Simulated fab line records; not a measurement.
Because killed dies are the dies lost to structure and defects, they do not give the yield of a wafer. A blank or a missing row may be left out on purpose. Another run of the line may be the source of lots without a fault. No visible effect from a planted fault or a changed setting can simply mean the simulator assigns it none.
What tool caused it? | flow gf180mcu | 6 lots, 18 wafers sampled, at 3 steps of a route of 602

== WHAT EACH GAUGE READ, for each wafer ==
GF_V2_BOW_MEAS_05.
lot  | measured     | on            | V2_BOW (um)
L808 | day 20 20:40 | film-metro-02 | 89 101 93
L811 | day 21 14:14 | film-metro-02 | 114 97 112
L815 | day 23 02:04 | film-metro-01 | 98 110 98
L825 | day 25 21:44 | film-metro-02 | 123 111 111
L827 | day 26 16:07 | film-metro-02 | 105 100 93
L829 | day 27 00:22 | film-metro-02 | 106 111 107

== EACH LOT AND THE TOOL THAT RAN IT (in order: tool; ch and the chambers of the sampled wafers; start) ==
lot  | GF_V1_ETCH_16                      | GF_V1_CMP_26
L808 | rie-diel-01 ch 0,2,3, day 19 17:22 | cmp-01 ch 0,1, day 19 18:34
L811 | rie-diel-02 ch 0,1,3, day 20 11:40 | cmp-02 ch 0,2,3, day 20 12:46
L815 | rie-diel-01 ch 2,3, day 22 00:23   | cmp-01 ch 2,3, day 22 01:29
L825 | rie-diel-03 ch 0,1,3, day 24 22:16 | cmp-01 ch 1,2,3, day 24 23:29
L827 | rie-diel-03 ch 0,1,2, day 25 16:52 | cmp-01 ch 1,2,3, day 25 17:55
L829 | rie-diel-02 ch 0,1, day 26 01:04   | cmp-01 ch 1,3, day 26 02:10
- GF_V1_ETCH_16: etches BARC in N2/H2.
- GF_V1_CMP_26: polishes, stops on SiO2, t overpolish 15 s, target thk 0 nm.

== THE ANSWER, worked out from the rows above alone ==
Rule: usual is defined by the lots themselves. The widest of any qualifying gaps counts: lots, ordered by their means at a reading, are off when they make up no more than a third of the lots, leave a main group of 4 or more, and stand apart from it by 3 or more times the standard deviation of that group's means. If all means in a main group match to the digits the tables above print for the reading, that group is not used. A lot without any number at a reading at which 4 lots or more have one is off too. All remaining lots with rows at the step are treated as sound.
No lot is off at any reading shown: from this, nothing can be told.

== WHAT HAD BEEN PUT IN BY THE SIMULATOR ==
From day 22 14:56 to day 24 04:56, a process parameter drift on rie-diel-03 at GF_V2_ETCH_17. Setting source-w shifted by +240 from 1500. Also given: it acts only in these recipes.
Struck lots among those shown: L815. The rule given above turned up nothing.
